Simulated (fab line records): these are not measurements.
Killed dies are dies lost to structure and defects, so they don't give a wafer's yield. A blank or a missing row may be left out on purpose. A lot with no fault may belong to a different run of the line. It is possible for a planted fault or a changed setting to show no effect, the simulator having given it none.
Which tool is to blame? / flow gf180mcu / 11 lots with 33 wafers sampled at 4 steps, on a route of 602 steps

WHAT THE GAUGES SHOWED, per wafer
GF_MVPSD_TW_MEAS_11.
lot=L978; measured=day 5 13:54; on=film-metro-03; MVPSD_TW=554 550 552
lot=L979; measured=day 6 02:24; on=film-metro-04; MVPSD_TW=562 560 563
lot=L981; measured=day 6 06:56; on=film-metro-01; MVPSD_TW=562 561 561
lot=L983; measured=day 6 21:57; on=film-metro-04; MVPSD_TW=564 560 560
lot=L987; measured=day 7 11:43; on=film-metro-01; MVPSD_TW=413 412 415
lot=L988; measured=day 7 19:48; on=film-metro-01; MVPSD_TW=415 416 415
lot=L990; measured=day 8 08:40; on=film-metro-04; MVPSD_TW=563 561 560
lot=L997; measured=day 10 05:33; on=film-metro-03; MVPSD_TW=552 555 555
lot=L998; measured=day 10 10:07; on=film-metro-03; MVPSD_TW=553 554 554
lot=L999; measured=day 10 18:55; on=film-metro-04; MVPSD_TW=561 557 562
lot=L100; measured=day 11 01:33; on=film-metro-01; MVPSD_TW=560 554 562

EACH LOT AND THE TOOL THAT RAN IT (in order: tool; ch and the chambers of the sampled wafers; start)
lot=L978; GF_DNWELL_STRIP_08=plasma-asher-04 ch 0,1, day 3 05:55; GF_NWELL_STRIP_10=plasma-asher-03 ch 0,1, day 3 19:17; GF_MVPSD_IMPLANT_08=implanter-03 ch 0, day 5 13:30
lot=L979; GF_DNWELL_STRIP_08=plasma-asher-02 ch 0,1, day 3 16:43; GF_NWELL_STRIP_10=plasma-asher-01 ch 0,1, day 4 06:30; GF_MVPSD_IMPLANT_08=implanter-04 ch 0, day 6 02:00
lot=L981; GF_DNWELL_STRIP_08=plasma-asher-04 ch 1, day 3 20:01; GF_NWELL_STRIP_10=plasma-asher-01 ch 0,1, day 4 09:42; GF_MVPSD_IMPLANT_08=implanter-04 ch 0, day 6 06:32
lot=L983; GF_DNWELL_STRIP_08=plasma-asher-02 ch 0,1, day 4 08:47; GF_NWELL_STRIP_10=plasma-asher-02 ch 0,1, day 4 23:27; GF_MVPSD_IMPLANT_08=implanter-03 ch 0, day 6 21:33
lot=L987; GF_DNWELL_STRIP_08=plasma-asher-02 ch 0,1, day 4 22:10; GF_NWELL_STRIP_10=plasma-asher-01 ch 1, day 5 13:06; GF_MVPSD_IMPLANT_08=implanter-04 ch 0, day 7 11:19
lot=L988; GF_DNWELL_STRIP_08=plasma-asher-04 ch 0,1, day 5 05:16; GF_NWELL_STRIP_10=plasma-asher-03 ch 0,1, day 5 20:50; GF_MVPSD_IMPLANT_08=implanter-04 ch 0, day 7 19:24
lot=L990; GF_DNWELL_STRIP_08=plasma-asher-03 ch 1, day 5 14:52; GF_NWELL_STRIP_10=plasma-asher-02 ch 0,1, day 6 07:09; GF_MVPSD_IMPLANT_08=implanter-03 ch 0, day 8 08:17
lot=L997; GF_DNWELL_STRIP_08=plasma-asher-03 ch 0,1, day 7 07:34; GF_NWELL_STRIP_10=plasma-asher-02 ch 0,1, day 8 00:05; GF_MVPSD_IMPLANT_08=implanter-03 ch 0, day 10 05:09
lot=L998; GF_DNWELL_STRIP_08=plasma-asher-04 ch 0,1, day 7 11:52; GF_NWELL_STRIP_10=plasma-asher-01 ch 0,1, day 8 04:32; GF_MVPSD_IMPLANT_08=implanter-04 ch 0, day 10 09:45
lot=L999; GF_DNWELL_STRIP_08=plasma-asher-03 ch 0,1, day 7 19:22; GF_NWELL_STRIP_10=plasma-asher-02 ch 0,1, day 8 12:10; GF_MVPSD_IMPLANT_08=implanter-04 ch 0, day 10 18:33
lot=L100; GF_DNWELL_STRIP_08=plasma-asher-04 ch 0,1, day 8 00:55; GF_NWELL_STRIP_10=plasma-asher-03 ch 0,1, day 8 18:23; GF_MVPSD_IMPLANT_08=implanter-01 ch 0, day 11 01:09
- GF_DNWELL_STRIP_08: strips in O2/N2.
- GF_NWELL_STRIP_10: strips in O2/N2.
- GF_MVPSD_IMPLANT_08

THE ANSWER, worked out from the rows above alone
Rule: usual is defined by the lots themselves. The widest of any qualifying gaps counts: lots, ordered by their means at a reading, are off when they make up no more than a third of the lots, leave a main group of 4 or more, and stand apart from it by 3 or more times the standard deviation of that group's means. A main group is skipped when, at the precision printed for the reading in the tables above, its means are all equal. A lot without any number at a reading at which 4 lots or more have one is off too. The other lots that the step has rows for count as sound.
Off: at GF_MVPSD_TW_MEAS_11 (MVPSD_TW), L987, L988. Mean 558 and standard deviation 3.7 in the main group.
If a tool, at a process step before that reading, ran all the lots that are off and no sound lot after the first of them, it fits. Gauges at GF_MVPSD_TW_MEAS_11: tried the same way as those tools. Of those tried, none fits.

WHAT WAS PUT IN BY THE SIMULATOR
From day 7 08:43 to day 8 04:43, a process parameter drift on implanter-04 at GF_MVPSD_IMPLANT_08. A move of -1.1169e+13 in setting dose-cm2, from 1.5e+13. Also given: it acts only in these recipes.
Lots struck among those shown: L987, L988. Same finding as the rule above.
